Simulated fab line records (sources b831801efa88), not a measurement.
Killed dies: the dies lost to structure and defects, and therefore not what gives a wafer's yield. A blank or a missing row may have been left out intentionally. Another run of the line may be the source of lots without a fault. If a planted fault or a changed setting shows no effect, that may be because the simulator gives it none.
The tool behind it: which one? + flow gf180mcu + Sampling: 7 lots, 21 wafers, 2 of 602 route steps

== WHAT THE GAUGES READ, wafer by wafer ==
GF_STI_THK_MEAS_30.
| lot  | measured    | on            | STI_OXIDATION_02_THK (nm)     |
|------|-------------|---------------|-------------------------------|
| L659 | day 2 11:39 | film_metro-03 | 9.46 9.43 9.40                |
| L662 | day 3 07:36 | film_metro-03 | 9.93 9.96 10.09               |
| L665 | day 3 19:49 | film_metro-03 | 10.07 10.01 10.02             |
| L667 | day 4 08:28 | film_metro-03 | 9.88 9.94 9.87                |
| L671 | day 5 01:47 | film_metro-01 | 7.28 7.29 7.29 7.25 7.27 7.29 |
| L678 | day 6 12:55 | film_metro-04 | 9.91 9.73 9.83                |
| L681 | day 7 05:41 | film_metro-03 | 10.25 10.33 10.23             |

== WHAT TOOL EACH LOT RAN ON (gives the tool, then ch and the chambers of the sampled wafers, and finally the start) ==
| lot  | GF_STI_OXIDATION_29          |
|------|------------------------------|
| L659 | furnace-01 ch 0, day 2 10:15 |
| L662 | furnace-02 ch 0, day 3 06:11 |
| L665 | furnace-01 ch 0, day 3 18:25 |
| L667 | furnace-02 ch 0, day 4 07:04 |
| L671 | furnace-01 ch 0, day 5 00:23 |
| L678 | furnace-02 ch 0, day 6 11:31 |
| L681 | furnace-02 ch 0, day 7 04:17 |
- GF_STI_OXIDATION_29: stabilise 600 s, purge 300 s, target thk 10 nm.

== THE ANSWER, worked out from the rows above alone ==
Rule: usual is defined by the lots themselves. The widest of any qualifying gaps counts: lots, ordered by their means at a reading, are off when they make up no more than a third of the lots, leave a main group of 4 or more, and stand apart from it by 3 or more times the standard deviation of that group's means. Not used: any main group whose means are identical at the precision the tables above print for the reading. Also off: a lot with no number at a reading for which 4 or more lots have one. The other lots that the step has rows for count as sound.
Off: at GF_STI_THK_MEAS_30 (STI_OXIDATION_02_THK), L671. The main group has a mean of 9.91 nm with a standard deviation of 0.25.
If a tool, at a process step before that reading, ran all the lots that are off and no sound lot after the first of them, it fits. Gauges at GF_STI_THK_MEAS_30: tried the same way as those tools. 2 tools fit, furnace-01 at GF_STI_OXIDATION_29 and film_metro-01 at GF_STI_THK_MEAS_30, so this cannot tell which one it is.

== WHAT WAS PUT IN BY THE SIMULATOR ==
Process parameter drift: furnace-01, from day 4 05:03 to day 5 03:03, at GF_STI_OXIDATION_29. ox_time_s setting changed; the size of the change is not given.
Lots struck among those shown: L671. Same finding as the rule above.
